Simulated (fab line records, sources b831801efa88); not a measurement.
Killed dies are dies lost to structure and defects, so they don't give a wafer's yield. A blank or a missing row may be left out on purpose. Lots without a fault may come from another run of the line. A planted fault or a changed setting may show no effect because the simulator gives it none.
Which tool did it? | flow sky130 | 6 lots, 18 wafers sampled, at 2 steps of a route of 708

WHAT THE GAUGES READ, wafer by wafer
SKY_VT_ADJUST_NCORE_TW_MEAS_11.
lot  | measured     | on            | VT_ADJUST_NCORE_TW
L885 | day 8 21:08  | film_metro-01 | 217.9 217.8 216.9
L895 | day 11 23:46 | film_metro-04 | 199.9 198.4 198.4
L897 | day 12 15:24 | film_metro-04 | 219.0 218.0 218.0
L899 | day 13 04:14 | film_metro-01 | 217.3 219.5 219.0
L903 | day 14 09:28 | film_metro-01 | 217.8 216.2 216.9
L906 | day 15 06:59 | film_metro-03 | 218.0 218.0 218.4

WHICH TOOL RAN EACH LOT (tool, then ch and the chambers of the sampled wafers, then the start)
lot  | SKY_VT_ADJUST_NCORE_IMPLANT_09
L885 | implanter-02 ch 0, day 8 20:54
L895 | implanter-03 ch 0, day 11 23:31
L897 | implanter-04 ch 0, day 12 15:10
L899 | implanter-04 ch 0, day 13 03:59
L903 | implanter-02 ch 0, day 14 09:14
L906 | implanter-03 ch 0, day 15 06:45
- SKY_VT_ADJUST_NCORE_IMPLANT_09

THE ANSWER, worked out from the rows above alone
Rule: what is usual is taken from the lots themselves. Put in order of their means at a reading, lots are off if they are a third of the lots or fewer, leave a main group of 4 or more, and stand apart from it by a gap of 3 or more times the standard deviation of the main group's means; of several such gaps the widest counts. A main group whose means are all the same, to the digits that the tables above print for the reading, isn't used. A lot without any number at a reading at which 4 lots or more have one is off too. The other lots that the step has rows for count as sound.
Off: L895, at SKY_VT_ADJUST_NCORE_TW_MEAS_11 (VT_ADJUST_NCORE_TW). The main group: mean 217.9, standard deviation 0.59.
A tool fits if, at a process step before that reading, it ran every lot that is off, and no sound lot after the first of them. The gauges at SKY_VT_ADJUST_NCORE_TW_MEAS_11 are tried like those tools. None of those tried fits.

WHAT THE SIMULATOR HAD PUT IN
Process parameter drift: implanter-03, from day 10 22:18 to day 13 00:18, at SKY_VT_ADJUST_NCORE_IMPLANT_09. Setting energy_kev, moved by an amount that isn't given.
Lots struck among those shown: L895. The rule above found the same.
